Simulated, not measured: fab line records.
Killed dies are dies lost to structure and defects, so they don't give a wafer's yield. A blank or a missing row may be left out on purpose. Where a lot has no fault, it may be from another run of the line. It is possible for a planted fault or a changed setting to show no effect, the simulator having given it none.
One fault seen from 2 desks | flow sky130 | every desk sees just its own numbers, and what lay behind them comes last

== THE METROLOGY DESK ==
Lot by lot, what the gauges showed, no matter which tool ran the lot: averages of those sampled wafers that carry a number. If a lot's mean is further than 4 standard deviations from the usual mean, the lot is out of limits and carries the mark OUT (the distance appears in the brackets).
Columns: A = VIA3_W_RS at SKY_VIA3_RS_MEAS_22, usual 0.295 ohm/sq; B = VIA3_W_THK at SKY_VIA3_THK_MEAS_23, usual 403 nm; C = METAL4_OVL at SKY_METAL4_OVL_MEAS_14, usual -1 nm
lot  | first seen here | A     | B   | C
L100 | day 40 16:00    | 0.291 | 403 | 2
L995 | day 40 16:07    | 0.294 | 407 | 5
L998 | day 40 16:27    | 0.295 | 408 | 4
L997 | day 40 18:42    | 0.295 | 404 | 1
L101 | day 40 19:05    | 0.295 | 406 | -10
L102 | day 40 19:46    | 0.290 | 414 | 3
L104 | day 41 21:58    | 0.295 | 400 | 2
L110 | day 46 09:11    | 0.299 | 398 | -9
L108 | day 46 09:43    | 0.297 | 398 | -5
L106 | day 46 11:55    | 0.302 | 391 | -1
L111 | day 46 17:58    | 0.294 | 400 | 0
L117 | day 46 20:44    | 0.293 | 405 | 1
L113 | day 46 23:07    | 0.293 | 405 | 5
This desk found nothing out of limits on any of the 13 lots.

== THE TOOL OWNER'S DESK: ilineStepper-02 ==
The tool's own readings at SKY_VIA4_EXPOSE_08 (exposes mask VIM4, target cd 800 nm): means of the sampled wafers that have a number, for each lot that ran on this tool. If a lot's mean is further than 4 standard deviations from the usual mean, the lot is out of limits and carries the mark OUT (the distance appears in the brackets).
Columns: A = exposureDoseMJCm2 at SKY_VIA4_EXPOSE_08, usual 131.98
lot  | first seen here | A
L104 | day 44 11:49    | 131.94
L110 | day 48 14:25    | 132.19
L106 | day 48 16:14    | 129.71 (-17) OUT
L111 | day 48 19:35    | 129.72 (-17) OUT
L113 | day 49 00:42    | 129.67 (-18) OUT
This desk's finding: out of limits on L106, L111, L113; first on L106, day 48 16:14 (exposureDoseMJCm2 at SKY_VIA4_EXPOSE_08). Within limits: L104, L110.

== TAKEN TOGETHER ==
At day 48 16:14, on L106, L111, L113, the tool owner's desk was in a position to raise an alarm.
From the metrology desk's view, nothing was out of limits.
The metrology desk has L106, L111, L113 on record, within its limits.
On ilineStepper-02, each named lot ran SKY_VIA4_EXPOSE_08.

== WHAT THE SIMULATOR HAD PUT IN ==
Process parameter drift: ilineStepper-02, from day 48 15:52 on, at SKY_VIA4_EXPOSE_08. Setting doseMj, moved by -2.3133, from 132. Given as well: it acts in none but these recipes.
Struck lots among those shown: L106, L111, L113.
Delay in hours, fault start to first out-of-limits reading, by desk: the tool owner's desk at 0.
